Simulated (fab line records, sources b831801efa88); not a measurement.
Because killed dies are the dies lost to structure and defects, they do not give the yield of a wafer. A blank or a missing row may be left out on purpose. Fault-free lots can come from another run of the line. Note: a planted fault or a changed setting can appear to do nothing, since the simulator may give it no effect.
Struck lot and sound lot, side by side | flow sky130 | 42 steps out of a route of 708
Sound: these wafers, L611.2, L611.3, L611.5. The struck wafers were L626.1, L626.2, L626.5. Last of all comes the cause.
For every step that has rows: the tool of each side, followed by ch and its chambers, followed by its first start. Under that, the readings that differ: sound wafers | struck wafers | difference of the means | sigmas: that difference in standard deviations of wafers without a fault.
alike: same words and numbers on both sides, and readings whose means sit less than 2 such deviations apart. not compared: any withheld reading, any reading some wafer has no value for, any bound like >300 that may hide the same value, and any number with overlapping values for which the record gives no deviation.
The two part at a step that has a row with sigmas, a row that says differs or no value, or rows on one side only. When numbers do not overlap yet have no deviation, they are printed without sigmas and do not part them. A reading that every wafer of one side lacks parts them only if that side has two wafers or more.

first, 2 steps without rows for these wafers: SKY_RES_XHIGH_IMPLANT_07; SKY_RES_XHIGH_STRIP_08 (strips in O2/N2).
SKY_RES_XHIGH_TW_MEAS_09:
  sound on film metro-01, day 27 04:04; struck on film metro-01, day 32 14:26
  alike: RES_XHIGH_TW
then, 7 steps without rows for these wafers: SKY_SD_N_DEHYDRATE_00 (time 60 s); SKY_SD_N_HMDS_01 (prime time 60 s); SKY_SD_N_COAT_02 (resist thk 1140 nm); SKY_SD_N_SOFTBAKE_03 (time 60 s); SKY_SD_N_EXPOSE_04 (exposes mask NSDM, target cd 380 nm); SKY_SD_N_PEB_05; SKY_SD_N_DEVELOP_06 (develop time 60 s).
SKY_SD_N_CD_MEAS_07 targets a cd of 380 nm.
  sound on cd sem-01, day 28 08:49; struck on cd sem-02, day 33 17:05
  alike: cd nm
SKY_SD_N_OVL_MEAS_08:
  sound on overlay-02, day 28 08:55; struck on overlay-01, day 33 17:12
  alike: SD_N_OVL
SKY_SD_N_IMPLANT_09:
  sound on implanter-02 ch 0, day 28 08:58; struck on implanter-01 ch 0, day 33 17:14
following that, these wafers have no rows for 1 step: SKY_SD_N_IMPLANT_10.
SKY_SD_N_STRIP_11: strips in O2/N2.
  sound on plasma asher-02 ch 0, day 28 09:15; struck on plasma asher-02 ch 0,1, day 33 17:32
  alike: drypump motor current A, oes product au, strip time to endpoint s
  not compared: rf hours counter h
SKY_SD_N_TW_MEAS_12:
  sound on film metro-02, day 28 09:22; struck on film metro-02, day 33 17:38
  alike: SD_N_TW
then, 1 step without rows for these wafers: SKY_SD_N_CLEAN_13 (cleans in SC1/SC2, time 150 s).
SKY_SD_N_RTA_14: time 2 s.
  sound on rtp anneal-02 ch 0, day 28 09:28; struck on rtp anneal-01 ch 0, day 33 17:45
  alike: anneal temp c max, lamp power pct, wafer_temp_C_max
SKY_SD_N_RS_MEAS_16: measurement is done with a four-point probe.
  sound on film metro-01, day 28 09:39; struck on film metro-01, day 33 17:55
  alike: SD_N_RS
SKY_SD_N_RS_MEAS_17: measurement is done with a four-point probe.
  sound on film metro-01, day 28 09:46; struck on film metro-01, day 33 18:02
  alike: SD_P_RS
SKY_SD_N_RS_MEAS_18: measurement is done with a four-point probe.
  sound on film metro-01, day 28 09:53; struck on film metro-01, day 33 18:10
  alike: RES_XHIGH_RS
then, 2 steps without rows for these wafers: SKY_SALICIDE_CLEAN_00 (cleans in HF-last, time 30 s); SKY_LI_CONTACT_HDPCVD_00 (deposits PSG, target thk 930 nm, time 155 s).
SKY_LI_CONTACT_THK_MEAS_01:
  sound on film metro-02, day 28 10:07; struck on film metro-03, day 33 18:24
  alike: LI_CONTACT_HDPCVD_THK
then, 1 step without rows for these wafers: SKY_LI_CONTACT_CMP_02 (polishes PSG).
SKY_LI_CONTACT_BOW_MEAS_03:
  sound on film metro-03, day 28 10:29; struck on film metro-02, day 33 18:46
  alike: LI_CONTACT_BOW
then, 8 steps without rows for these wafers: SKY_LI_CONTACT_DEHYDRATE_04 (time 60 s); SKY_LI_CONTACT_HMDS_05 (prime time 60 s); SKY_LI_CONTACT_COAT_06 (resist thk 60 nm); SKY_LI_CONTACT_COAT_07 (resist thk 450 nm); SKY_LI_CONTACT_SOFTBAKE_08 (time 90 s); SKY_LI_CONTACT_EXPOSE_09 (exposes mask LICM1, target cd 170 nm); SKY_LI_CONTACT_PEB_10; SKY_LI_CONTACT_DEVELOP_11 (develop time 60 s).
SKY_LI_CONTACT_CD_MEAS_12 targets a cd of 170 nm.
  sound on cd sem-01, day 29 14:36; struck on cd sem-01, day 34 23:47
  alike: cd nm
SKY_LI_CONTACT_OVL_MEAS_13:
  sound on overlay-02, day 29 14:42; struck on overlay-02, day 34 23:54
  alike: LI_CONTACT_OVL
SKY_LI_CONTACT_ETCH_14: etches BARC in N2/H2, stops on SiO2, time 45.9 s, target depth 60 nm.
  sound on rie diel-01 ch 1,2,3, day 29 14:44; struck on rie diel-04 ch 0,1, day 34 23:56
  alike: bias w, drypump motor current A, oes product au, throttle valve pct
  not compared: rf hours counter h
SKY_LI_CONTACT_ETCH_15: etches PSG in C4F8/O2/Ar, stops on Si, target depth 600 nm.
  sound on rie diel-01 ch 1,2,3, day 29 14:47; struck on rie diel-04 ch 0,1, day 34 23:59
  alike: bias w, oes product au
SKY_LI_CONTACT_STRIP_16: strips in O2/N2.
  sound on plasma asher-02 ch 0,1, day 29 14:52; struck on plasma asher-03 ch 0,1, day 35 00:04
  alike: drypump motor current A, oes product au, strip time to endpoint s
  not compared: rf hours counter h
then, 2 steps without rows for these wafers: SKY_LI_CONTACT_CLEAN_17 (cleans in NMP, time 600 s); SKY_LI_CONTACT_PRE_CLEAN_18 (time 5.6 s).
-- record jumps: 15 days separate the struck wafers' starts on either side; left off in module LI_CONTACT, taken up again in module PAD_OPEN, whose first shown step is the route's number 708 --
SKY_PAD_OPEN_PROBE_99:
  sound on prober-01, day 46 02:57; struck on prober-02, day 49 23:22
  reading                                         | sound                         | struck                        | difference | sigmas
  model.etest.nfet_16v.r on ohm um                | 1.434e+04 1.442e+04 1.451e+04 | 1.459e+04 1.462e+04 1.452e+04 | +1.533e+02 |
  model.etest.nfet g5v0d10v5.r on ohm um          | 1901 1914 1884                | 2060 2042 2082                | +162       |
  model.etest.nfet_01v8.r on ohm um               | 845.7 852.8 830.9             | 921.5 895.3 940.5             | +76.0      |
  model.etest.sonos uncharged.r on ohm um         | 804.2 808.3 788.2             | 863.8 848.7 865.8             | +59.2      |
  model.etest.nfet_05v0_nvt.drive ua um           | 574.8 566.4 573.7             | 547.9 544.6 551.5             | -23.6      |
  model.etest.nfet g5v0d10v5.drive ua um          | 597.9 596 603.6               | 580.8 583.3 582.4             | -17.0      |
  model.etest.nfet_16v.drive ua um                | 219.2 215.3 218.6             | 207 206.5 208.2               | -10        |
  model.etest.res ndiff.rs ohm sq rim less centre | -0.3313 -0.6964 0.1088        | -5.283 -5.629 -4.244          | -4.746     |
  alike: killed_at_M0_to_M3, killed_at_M4_up, killed at contacts, killed at front end, killed at other, killed dies, killed open, killed short

## WHERE THEY PART
Nowhere in this record.

WHY: the cause the simulator had injected
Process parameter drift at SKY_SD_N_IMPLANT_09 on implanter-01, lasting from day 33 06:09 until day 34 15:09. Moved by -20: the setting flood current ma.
